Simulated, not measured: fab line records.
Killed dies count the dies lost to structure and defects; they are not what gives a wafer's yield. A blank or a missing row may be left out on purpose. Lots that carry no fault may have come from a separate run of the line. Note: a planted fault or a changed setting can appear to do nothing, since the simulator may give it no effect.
Code-filled problem report in 8D (eight disciplines) form :: flow gf180mcu :: the parts of the form that need people (team, actions taken, sign-off) are left out

1. WHAT WENT WRONG
Wafers free of any fault read 3160 (standard deviation 36) for PSD_TW at GF_PSD_TW_MEAS_11, against a mean of 2946 on 6 wafers of 2 lots. That is -6.0 standard deviations from the usual mean.
Earliest sighting: wafer L603.1 on film_metro-01 at day 16 15:58. The record has a number at this step for 42 wafers belonging to 14 lots. Rule for "out" (also "out of limits"): further than 4 standard deviations from the usual mean. All remaining wafers that have a number are taken as sound.

2. WHAT THIS IS AND IS NOT
question: which readings at this step
is: PSD_TW
is not: -

question: which lots
is: L603, L604
is not: L596, L600, L605, L607, L609, L610, L611, L612, L614, L616, L617, L619

question: which wafers of those lots
is: all that have a number
is not: -

question: read on which gauges
is: film_metro-01
is not: film_metro-02, film_metro-04

question: when
is: from day 16 15:58
is not: up to then (6 sound wafers); but 30 sound wafers of L605, L607, L609, L610, L611, L612, L614, L616, L617, L619 came after

3. SUSPECTS, AND WHAT RULES EACH OUT
Counting: any tool at a process step up to the reading is kept as a suspect provided that every lot that is out went through it and no sound lot did after the first of them.
- the gauge at GF_PSD_TW_MEAS_11 has been ruled out. All the wafers that are out were read on film_metro-01, but those of them that GF_PSD_IMPLANT_09 has rows for are out there too, on other tools.
- implanter-04 at GF_PSD_IMPLANT_09: ruled out as a lasting fault. After its first lot that is out, L603 (day 16 15:43), sound lots L611, L616 ran on it.
Left after counting: nothing in the record.

4. THE CAUSE (what the simulator had put in)
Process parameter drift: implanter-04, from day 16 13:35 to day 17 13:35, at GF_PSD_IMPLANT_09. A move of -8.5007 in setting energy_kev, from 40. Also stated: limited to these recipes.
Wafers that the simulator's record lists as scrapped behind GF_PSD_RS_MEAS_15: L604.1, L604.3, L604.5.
The count ruled it out by mistake, since the rule takes a fault to strike every lot its tool runs from the start of the fault on, and this one did not do so.

5. THE EFFECT CHAIN, in route order
Each row: a reading whose mean over the struck wafers that have a number lies more than 3 standard deviations from the usual. Only readings whose record carries a usual standard deviation are examined. hours: median over the lots of the time between each lot's start at the first step of this table that gives one and its start at this step. sigmas: the change, counted in usual standard deviations.
hours: 0
step: GF_PSD_IMPLANT_09
reading: beam_energy_keV
usual: 39.998
on struck wafers: 31.502
change: -8.496
sigmas: -99 or more

hours: 0
step: GF_PSD_STRIP_10
reading: oes_product_au
usual: 0.592 a.u.
on struck wafers: 0.611
change: +0.019
sigmas: +4.3

hours: 0
step: GF_PSD_STRIP_10
reading: strip_time_to_endpoint_s
usual: 16.54 s
on struck wafers: 15.74
change: -0.80
sigmas: -20

hours: 0
step: GF_PSD_TW_MEAS_11
reading: PSD_TW
usual: 3160
on struck wafers: 2946
change: -214
sigmas: -6.0

hours: 6
step: GF_PSD_RS_MEAS_15
reading: PSD_RS
usual: 108.45 ohm/sq
on struck wafers: 121.53
change: +13.08
sigmas: +45
Process steps it contains:
- GF_PSD_IMPLANT_09
- GF_PSD_STRIP_10: strips in O2/N2.

6. HOW IT WOULD HAVE BEEN CAUGHT EARLIER
2 hours passed between the start of the fault at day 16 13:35 and the first reading out of limits at a measuring or inspecting step in this record, taken at day 16 15:58.
At GF_PSD_IMPLANT_09, the tool's own readings (beam_energy_keV) were out on each struck wafer the step has a row for, so an alarm limit on them would have fired on the first such wafer.
